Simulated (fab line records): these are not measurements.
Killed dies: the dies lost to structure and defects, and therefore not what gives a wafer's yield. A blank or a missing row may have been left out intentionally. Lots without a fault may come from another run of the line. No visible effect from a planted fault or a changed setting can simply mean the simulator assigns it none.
Struck lot and sound lot, side by side	flow sky130	15 steps out of a route of 708
Sound: the wafers L993.1, L993.2, L993.4. Wafers L989.2, L989.5, L989.6 were the ones struck. The cause comes at the end.
For every step that has rows: the tool of each side, followed by ch and its chambers, followed by its first start. Under that, the readings that differ: sound wafers	struck wafers	difference of the means	sigmas: that difference in standard deviations of wafers without a fault.
alike: a reading whose means differ by less than 2 such deviations, as well as words and numbers matching on both sides. not compared: withheld readings; readings where some wafer has no value; bounds like >300 that might hide an equal value; numbers whose values overlap and for which the record gives no deviation.
The two part at a step that has a row with sigmas, a row that says differs or no value, or rows on one side only. Non-overlapping numbers with no deviation appear without sigmas and do not part them. A reading missing from all wafers of one side parts the sides only when that side holds two or more wafers.

first, 4 steps without rows for these wafers: SKY_VIA1_SOFTBAKE_08 (time 90 s); SKY_VIA1_EXPOSE_09 (exposes mask VIM, target cd 150 nm); SKY_VIA1_PEB_10; SKY_VIA1_DEVELOP_11 (develop time 60 s).
SKY_VIA1_CD_MEAS_12: the cd target is 150 nm.
  sound on cd sem-01, day 38 13:39; struck on cd sem-02, day 37 01:22
  alike: cd nm
SKY_VIA1_OVL_MEAS_13:
  sound on overlay-02, day 38 13:46; struck on overlay-02, day 37 01:28
  alike: VIA1_OVL
SKY_VIA1_ETCH_14: etches BARC in N2/H2, stops on SiO2, time 45.9 s, target depth 60 nm.
  sound on rie diel-03 ch 0,1,3, day 38 13:49; struck on rie diel-02 ch 2,3, day 37 01:30
  alike: drypump motor current A, h2 flow sccm, oes product au, throttle valve pct
  not compared: rf hours counter h
SKY_VIA1_ETCH_15: etches SiO2 in C4F8/O2/Ar, stops on TiN, target depth 351 nm, time 54 s.
  sound on rie diel-03 ch 0,1,3, day 38 13:51; struck on rie diel-02 ch 2,3, day 37 01:32
  alike: oes product au
  not compared: rf hours counter h
SKY_VIA1_STRIP_16: strips in O2/N2.
  sound on plasma asher-03 ch 0,1, day 38 13:54; struck on plasma asher-02 ch 0,1, day 37 01:37
  alike: drypump motor current A, oes product au, strip time to endpoint s
  not compared: rf hours counter h
then, 3 steps without rows for these wafers: SKY_VIA1_STRIP_17 (strips in post etch residue remover, time 1200 s); SKY_VIA1_CLEAN_18 (cleans in IPA, time 180 s); SKY_VIA1_CLEAN_19 (cleans in O3/DIW).
SKY_VIA1_SPUTTER_20: material TiN, target thk 20 nm, time 80 s.
  sound on pvd sputter-02, day 38 14:31; struck on pvd sputter-03, day 37 02:14
reading	sound	struck	difference	sigmas
chamber pressure pa (Pa)	5.006 4.991 5.013	3.949 3.931 3.954	-1.059	-99 or more
throttle valve pct (%)	29.6 29.2 27.6	33.4 35.8 33.2	+5.3	+5
model.TiN_of_VIA1_SPUTTER_20.thk nm (nm)	19.91 19.9 19.75	24.27 24.11 24.38	+4.40	
SKY_VIA1_CVD_21: deposits W, target thk 270 nm, time 80.902 s.
  sound on cvd w-02 ch 0,1, day 38 14:35; struck on cvd w-02 ch 0,1, day 37 02:17
  alike: heater power w
-- the record jumps here: 11 days lie between the struck wafers' starts before and after (it left off in module VIA1 and takes up again in module PAD_OPEN, whose first step shown is number 708 of the route) --
SKY_PAD_OPEN_PROBE_99:
  sound on prober-01, day 49 07:07; struck on prober-02, day 48 04:19
reading	sound	struck	difference	sigmas
killed at contacts	23 29 38	13 20 11	-15	-3
killed open	52 55 60	33 48 37	-16	-2
  alike: defect limited yield, killed_at_M0_to_M3, killed_at_M4_up, killed at front end, killed at other, killed dies, killed short, sort_bin_3_pad_short, sort_bin_5_function, sort_bin_6_memory, sort n pass, sort yield pct

WHERE THEY PART
Earliest at SKY_VIA1_SPUTTER_20; latest, in this record, at SKY_PAD_OPEN_PROBE_99.

WHY: whatever the simulator had introduced
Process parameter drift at SKY_VIA1_SPUTTER_20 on pvd sputter-03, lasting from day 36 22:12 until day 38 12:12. A move of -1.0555 in setting chamber pressure pa, from 5. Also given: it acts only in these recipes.
